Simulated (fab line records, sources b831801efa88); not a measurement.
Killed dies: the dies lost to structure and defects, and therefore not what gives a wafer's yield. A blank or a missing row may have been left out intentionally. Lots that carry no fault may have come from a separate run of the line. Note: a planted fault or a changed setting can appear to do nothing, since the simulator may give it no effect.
Split-lot trial	flow sky130	23 wafers read across 5 lots, on a route 708 steps long

THE SPLIT
At SKY_VIA1_COAT_07 (resist thk 450 nm), the setting spin-rpm was moved away from the recipe's 3000 rpm on 7 of the 23 wafers read, by -2.9% to +5.4%. All remaining wafers had this setting at the recipe value.

FROM THE SPLIT TO THE READING: what the file shows between them, 3 steps
- SKY_VIA1_SOFTBAKE_08: time 90 s
- SKY_VIA1_EXPOSE_09: exposes mask VIM, target cd 150 nm
- SKY_VIA1_ETCH_14: etches BARC in N2/H2, stops on SiO2, time 45.9 s, target depth 60 nm

THE READING
KrF-thick_of_VIA1_COAT_07.thk-nm (the simulator's own value, which no gauge read), in nm, at SKY_VIA1_ETCH_15 (etches SiO2 in C4F8/O2/Ar, stops on TiN, target depth 351 nm, time 54 s). No usual value for it is given in the file. The 16 wafers here that ran the recipe average 322.7 nm, standard deviation 2.3 nm.

wafer	tool, chamber at the split	spin-rpm as run, rpm	against the recipe	KrF-thick_of_VIA1_COAT_07.thk-nm, nm	against lot-mates on the recipe
L074.1	litho-track-03, 0	2935	-2.2%	330.3	+6.4
L074.2	litho-track-03, 0	3000	recipe	323.1	-
L074.3	litho-track-03, 0	3000	recipe	323.1	-
L074.4	litho-track-03, 0	2935	-2.2%	331.3	+7.4
L074.6	litho-track-03, 0	3000	recipe	325.4	-
L076.2	litho-track-02, 0	3000	recipe	322.2	-
L076.3	litho-track-02, 0	2913	-2.9%	331	+9.4
L076.4	litho-track-02, 0	3000	recipe	321.1	-
L076.5	litho-track-02, 0	2913	-2.9%	330.3	+8.7
L076.6	litho-track-02, 0	2913	-2.9%	331.2	+9.6
L078.1	litho-track-02, 0	3162	+5.4%	316.4	-9.5
L078.2	litho-track-02, 0	3000	recipe	326.7	-
L078.3	litho-track-02, 0	3000	recipe	325.9	-
L078.4	litho-track-02, 0	3162	+5.4%	311	-14.9
L078.6	litho-track-02, 0	3000	recipe	325	-
L080.2	litho-track-03, 0	3000	recipe	324.2	-
L080.4	litho-track-03, 0	3000	recipe	320.8	-
L080.6	litho-track-03, 0	3000	recipe	320.4	-
L084.1	litho-track-03, 0	3000	recipe	324.2	-
L084.2	litho-track-03, 0	3000	recipe	319.9	-
L084.3	litho-track-03, 0	3000	recipe	319.2	-
L084.4	litho-track-03, 0	3000	recipe	319.6	-
L084.6	litho-track-03, 0	3000	recipe	322	-

THE FIT
A straight line over all 23 wafers: KrF-thick_of_VIA1_COAT_07.thk-nm changes by -2.17 nm for each +1% of spin-rpm; r = -0.87; the points scatter about the line by 2.5 nm.
The same after taking each lot's own level away (the mean of its wafers on the recipe; 23 wafers): -2.58 nm for each +1%; r = -0.95; scatter 1.7 nm.
According to that fit, moving spin-rpm by its largest amount changes the reading by 14 nm.
From 320.98 to 325.87 nm: that is the span of the lots' own levels, equal to 2.1 times the standard deviation above.
Thus the slope moves with the lot-to-lot level: the two fits are different.
Check: for one of the wafers moved furthest among these (+5.4%), held out of the fit, the line's prediction against its lot-mates is -15.8 nm. It came out at -9.47 nm against them.

FURTHER SPLITS ON THESE WAFERS
Note: prior to the reading, these wafers also went through further splits. Each is held against what the fit with the lots' levels taken away leaves over:
other split on the same wafers	wafers away from the commonest value	r with KrF-thick_of_VIA1_COAT_07.thk-nm (lot level and that fit taken away)
SKY_METAL1_SPUTTER_02 time-s	8	+0.11
SKY_METAL1_DEVELOP_14 dev-temp-c	9	+0.03

THE WHOLE CHAIN: every reading that the file lists as answering this split, in the file's order
step	what it does	reading	change (the file's fit)	r (the file's)
SKY_VIA1_COAT_07	resist thk 450 nm	KrF-thick_of_VIA1_COAT_07.thk-nm (the simulator's own value, which no gauge read)	-2.14 nm for each +1% of the setting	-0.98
SKY_VIA1_ETCH_14	etches BARC in N2/H2, stops on SiO2, time 45.9 s, target depth 60 nm	KrF-thick_of_VIA1_COAT_07.thk-nm (the simulator's own value, which no gauge read)	-2.25 nm for each +1% of the setting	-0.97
SKY_VIA1_ETCH_15	etches SiO2 in C4F8/O2/Ar, stops on TiN, target depth 351 nm, time 54 s	KrF-thick_of_VIA1_COAT_07.thk-nm (the simulator's own value, which no gauge read)	-2.54 nm for each +1% of the setting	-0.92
SKY_VIA1_STRIP_16	strips in O2/N2	strip-time-to-endpoint-s	withheld for each +1% of the setting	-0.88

FILE'S OWN FIT
KrF-thick_of_VIA1_COAT_07.thk-nm changes by -2.54 nm for each +1% of spin-rpm, r = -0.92.
